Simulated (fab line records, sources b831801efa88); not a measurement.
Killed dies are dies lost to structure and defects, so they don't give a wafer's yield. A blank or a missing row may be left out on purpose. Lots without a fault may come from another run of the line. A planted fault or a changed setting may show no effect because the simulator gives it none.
One fault seen from 2 desks | flow sky130 | each desk has only its own numbers; what lay behind them comes last

THE TOOL OWNER'S DESK: pvd_sputter-03
The tool's own readings at SKY_METAL1_SPUTTER_00 (material Ti, target thk 15 nm, time 10 s): means of the sampled wafers that have a number, for each lot that ran on this tool. A lot is out of limits, marked OUT, if its mean lies more than 4 standard deviations from the usual mean; the brackets give that distance.
Columns: A = chamber_pressure_pa at SKY_METAL1_SPUTTER_00, usual 0.4001 Pa; B = throttle_valve_pct at SKY_METAL1_SPUTTER_00, usual 29.3 %
lot  | first seen here | A                 | B
L607 | day 34 03:59    | 0.4006            | 30.0
L606 | day 34 07:39    | 0.4000            | 29.1
L612 | day 35 03:46    | 0.3921 (-8.3) OUT | 30.2
L614 | day 35 19:24    | 0.3949 (-5.4) OUT | 29.9
L623 | day 38 09:24    | 0.4001            | 29.8
L624 | day 38 13:37    | 0.4000            | 29.6
This desk's finding: out of limits on L612, L614; first on L612, day 35 03:46 (chamber_pressure_pa at SKY_METAL1_SPUTTER_00). In limits: L607, L606, L623, L624.

THE METROLOGY DESK
What the gauges read, lot by lot, whatever tool the lot ran on: means of the sampled wafers that have a number. A lot is out of limits, marked OUT, if its mean lies more than 4 standard deviations from the usual mean; the brackets give that distance.
Columns: A = cd_nm at SKY_METAL1_CD_MEAS_15, usual 139.8 nm
lot  | first seen here | A
L602 | day 32 09:59    | 138.6
L603 | day 32 13:36    | 141.3
L604 | day 33 03:55    | 138.8
L607 | day 35 06:35    | 138.6
L606 | day 35 10:12    | 140.4
L608 | day 35 13:07    | 138.2
L612 | day 36 06:19    | 141.4
L614 | day 36 21:11    | 139.4
L613 | day 36 22:37    | 140.0
L622 | day 39 05:32    | 142.1
L623 | day 39 10:19    | 141.7
L624 | day 39 14:47    | 142.0
L625 | day 39 20:52    | 139.3
This desk's finding: nothing out of limits on any of the 13 lots.

PUT TOGETHER
The tool owner's desk could have raised an alarm at day 35 03:46, on L612, L614.
The metrology desk saw nothing out of limits.
The metrology desk has L612, L614 on record, within its limits.
Of the lots named, all ran SKY_METAL1_SPUTTER_00 on pvd_sputter-03.

WHAT THE SIMULATOR HAD PUT IN
Process parameter drift: pvd_sputter-03, from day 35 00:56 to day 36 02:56, at SKY_METAL1_SPUTTER_00. Setting chamber_pressure_pa, moved by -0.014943, from 0.4. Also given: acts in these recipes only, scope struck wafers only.
Lots struck among those shown: L612, L614.
Hours from the fault's start to each desk's first reading out of limits: the tool owner's desk, 3.
